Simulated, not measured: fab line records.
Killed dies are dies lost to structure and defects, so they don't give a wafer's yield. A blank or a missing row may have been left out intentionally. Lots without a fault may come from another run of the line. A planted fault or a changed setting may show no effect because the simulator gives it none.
8D (eight disciplines) problem report, filled in by code    flow sky130    the parts of the form that need people (team, actions taken, sign-off) are left out

## 1. THE PROBLEM
Mean of temp c at SKY_CONTACT_STRIP_20: 68.93 C across 6 wafers in 2 lots; on wafers with no fault it is 72.54 C (standard deviation 0.12). Relative to the usual mean, that is a shift of -30 standard deviations.
The step: strips in post etch residue remover, time 1200 s.
First observed at day 36 02:56: wafer L156.1, on wet bench-02. The record holds 42 wafers of 14 lots with a number at this step. The rule behind "out" and "out of limits": a value lying over 4 standard deviations away from the usual mean. All remaining wafers that have a number are taken as sound.

## 2. WHAT IT IS AND WHAT IT IS NOT
question                     is                         is not
which readings at this step  temp c, bath guard temp C  -
which lots                   L156, L158                 L141, L142, L144, L147, L148, L149, L150, L155, L160, L161, L163, L164
which wafers of those lots   all that have a number     -
read on which tools          wet bench-02               wet bench-01, wet bench-03
when                         from day 36 02:56          up to then (24 sound wafers); but 12 sound wafers of L160, L161, L163, L164 came after

## 3. THE SUSPECTS, EACH WITH WHAT RULES IT OUT
Counting: a tool stays on the suspect list if, at a process step up to the reading, it processed all lots that are out and no sound lot following the first of them.
- wet bench-02 at SKY_CONTACT_STRIP_20 (strips in post etch residue remover, time 1200 s): kept. It processed each lot that is out, first L156 at day 36 02:56, and no sound lot thereafter; up to then, the last sound lot it processed was L155 at day 35 18:46. Out on those wafers are its own readings of bath guard temp C, temp c.
Remaining after the count: wet bench-02 at SKY_CONTACT_STRIP_20.

## 4. THE CAUSE (what the simulator had put in)
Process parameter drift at SKY_CONTACT_STRIP_20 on wet bench-02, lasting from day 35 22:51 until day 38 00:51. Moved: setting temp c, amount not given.
Counting left only this tool.

## 5. THE CHAIN OF EFFECTS, in route order
Rows list readings where the struck wafers' mean (over those with a number) sits beyond 3 standard deviations from the usual. Readings are gone through only where the record gives a usual standard deviation; hours: the median, over the lots, of the time from a lot's start at the first step in this table giving one to that lot's start at this step; sigmas: the change measured in usual standard deviations.
hours  step                  reading            usual    on struck wafers  change  sigmas
0      SKY_CONTACT_STRIP_20  bath guard temp C  72.5 C   68.8              -3.7    -8.3
0      SKY_CONTACT_STRIP_20  temp c             72.54 C  68.93             -3.61   -30
Its process steps:
- SKY_CONTACT_STRIP_20: strips in post etch residue remover, time 1200 s.
Later steps that measure or inspect, where all struck wafers having a row at the step show a number for every such reading and not one has moved that far: SKY_CONTACT_RS_MEAS_25.

## 6. HOW IT WOULD HAVE BEEN CAUGHT EARLIER
In this record no reading fell out of limits until day 36 02:56, 4 hours after the fault had begun at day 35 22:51.
